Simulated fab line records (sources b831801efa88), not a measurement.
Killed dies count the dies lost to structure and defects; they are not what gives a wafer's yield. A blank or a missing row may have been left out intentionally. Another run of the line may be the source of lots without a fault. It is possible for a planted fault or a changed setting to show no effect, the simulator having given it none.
A struck lot beside a sound one | flow sky130 | 17 out of 708 route steps
Sound: wafers L940.2, L940.3, L940.6. Wafers L928.1, L928.2, L928.4 were the ones struck. The cause is given at the end.
At each step with rows: each side's tool, then ch and its chambers, then its first start. Under that, the readings that differ: sound wafers | struck wafers | difference of the means | sigmas: that difference in standard deviations of wafers without a fault.
alike: a reading whose means differ by less than 2 such deviations, as well as words and numbers matching on both sides. not compared: withheld readings; readings where some wafer has no value; bounds like >300 that might hide an equal value; numbers whose values overlap and for which the record gives no deviation.
A row with sigmas, a row that says differs or no value, or rows on one side alone: a step with any of these is where the two part. Numbers that have no deviation but don't overlap get no sigmas and don't part them. A reading missing from all wafers of one side parts the sides only when that side holds two or more wafers.

first, 1 step without rows for these wafers: SKY_VT_ADJUST_LVTN_IMPLANT_19.
SKY_VT_ADJUST_LVTN_STRIP_20: strips in O2/N2.
  sound on plasma-asher-01 ch 0,1, day 12 16:13; struck on plasma-asher-03 ch 0,1, day 9 01:40
  alike: drypump-motor-current-A, oes-product-au, strip-time-to-endpoint-s
  not compared: rf-hours-counter-h
SKY_VT_ADJUST_LVTN_TW_MEAS_21:
  sound: film-metro-01 at day 12 16:19; struck: film-metro-03 at day 9 01:46
  reading             | sound       | struck      | difference | sigmas
  VT_ADJUST_LVTN_2_TW | 181 181 181 | 190 191 191 | +10        | +2
then, 7 steps without rows for these wafers: SKY_VT_ADJUST_NCORE_DEHYDRATE_00 (time 60 s); SKY_VT_ADJUST_NCORE_HMDS_01 (prime time 60 s); SKY_VT_ADJUST_NCORE_COAT_02 (resist thk 1140 nm); SKY_VT_ADJUST_NCORE_SOFTBAKE_03 (time 60 s); SKY_VT_ADJUST_NCORE_EXPOSE_04 (exposes mask LVTN COMPLEMENT THIN, target cd 380 nm); SKY_VT_ADJUST_NCORE_PEB_05; SKY_VT_ADJUST_NCORE_DEVELOP_06 (develop time 60 s).
SKY_VT_ADJUST_NCORE_CD_MEAS_07 targets a cd of 380 nm.
  sound: cd-sem-01 at day 13 17:11; struck: cd-sem-02 at day 9 22:34
  alike: cd-nm
SKY_VT_ADJUST_NCORE_OVL_MEAS_08:
  sound: overlay-01 at day 13 17:18; struck: overlay-01 at day 9 22:41
  alike: VT_ADJUST_NCORE_OVL
SKY_VT_ADJUST_NCORE_IMPLANT_09:
  sound on implanter-03 ch 0, day 13 17:21; struck on implanter-03 ch 0, day 9 22:44
  reading                   | sound               | struck            | difference | sigmas
  beam-energy-keV           | 10.001 10.001 9.998 | 6.349 6.351 6.353 | -3.649     | -99 or more
  model.implant.rp-nm (nm)  | 31.99 31.99 31.99   | 22.25 22.25 22.25 | -9.74      |
  model.implant.drp-nm (nm) | 17.11 17.11 17.11   | 12.45 12.45 12.45 | -4.66      |
SKY_VT_ADJUST_NCORE_STRIP_10: strips in O2/N2.
  sound on plasma-asher-02 ch 0,1, day 13 17:29; struck on plasma-asher-01 ch 0,1, day 9 22:53
  alike: drypump-motor-current-A, oes-product-au, strip-time-to-endpoint-s
  not compared: rf-hours-counter-h
SKY_VT_ADJUST_NCORE_TW_MEAS_11:
  sound: film-metro-03 at day 13 17:35; struck: film-metro-01 at day 9 22:59
  reading            | sound       | struck      | difference | sigmas
  VT_ADJUST_NCORE_TW | 223 222 222 | 190 190 190 | -32        | -6
then, 1 step without rows for these wafers: SKY_VT_ADJUST_HVTR_DEHYDRATE_00 (time 60 s).
-- record jumps: 37 days separate the struck wafers' starts on either side; left off in module VT_ADJUST_HVTR, taken up again in module PAD_OPEN, whose first shown step is the route's number 708 --
SKY_PAD_OPEN_PROBE_99:
  sound: prober-01 at day 49 23:43; struck: prober-01 at day 46 19:04
  reading                                    | sound                        | struck                        | difference | sigmas
  model.etest.nfet_16v.r-on-ohm-um           | 1.446e+04 1.45e+04 1.441e+04 | 1.375e+04 1.364e+04 1.362e+04 | -7.867e+02 |
  model.etest.pfet-g5v0d10v5.r-on-ohm-um     | 4856 4885 4923               | 4966 4936 4932                | +57        |
  model.etest.res-pwell-under-gate.rs-ohm-sq | 2282 2270 2270               | 2371 2360 2356                | +88        |
  model.etest.pfet_16v.drive-ua-um           | 234.8 234.8 235.5            | 227.8 230.5 230.6             | -5.4       |
  model.etest.nfet_16v.drive-ua-um           | 215.2 211.3 210.8            | 221.6 223.3 224.4             | +10.7      |
  model.etest.pfet-g5v0d10v5.off-log10-a-um  | -12.9 -12.67 -13.06          | -13.38 -13.35 -13.4           | -0.50      |
  model.etest.pfet-g5v0d10v5.vt-sat-v (V)    | -0.6669 -0.6371 -0.6826      | -0.7353 -0.7276 -0.7364       | -0.0709    |
  alike: killed_at_M0_to_M3, killed_at_M4_up, killed-at-contacts, killed-at-front-end, killed-at-other, killed-dies, killed-open, killed-short
  not compared: model.etest.pfet-g5v0d10v5.drive-ua-um

## WHERE THEY PART
At SKY_VT_ADJUST_LVTN_TW_MEAS_21 first; at SKY_VT_ADJUST_NCORE_TW_MEAS_11 last (within this record only). Later steps at which nothing parts them and some readings are alike: SKY_PAD_OPEN_PROBE_99.

WHY: the cause the simulator had injected
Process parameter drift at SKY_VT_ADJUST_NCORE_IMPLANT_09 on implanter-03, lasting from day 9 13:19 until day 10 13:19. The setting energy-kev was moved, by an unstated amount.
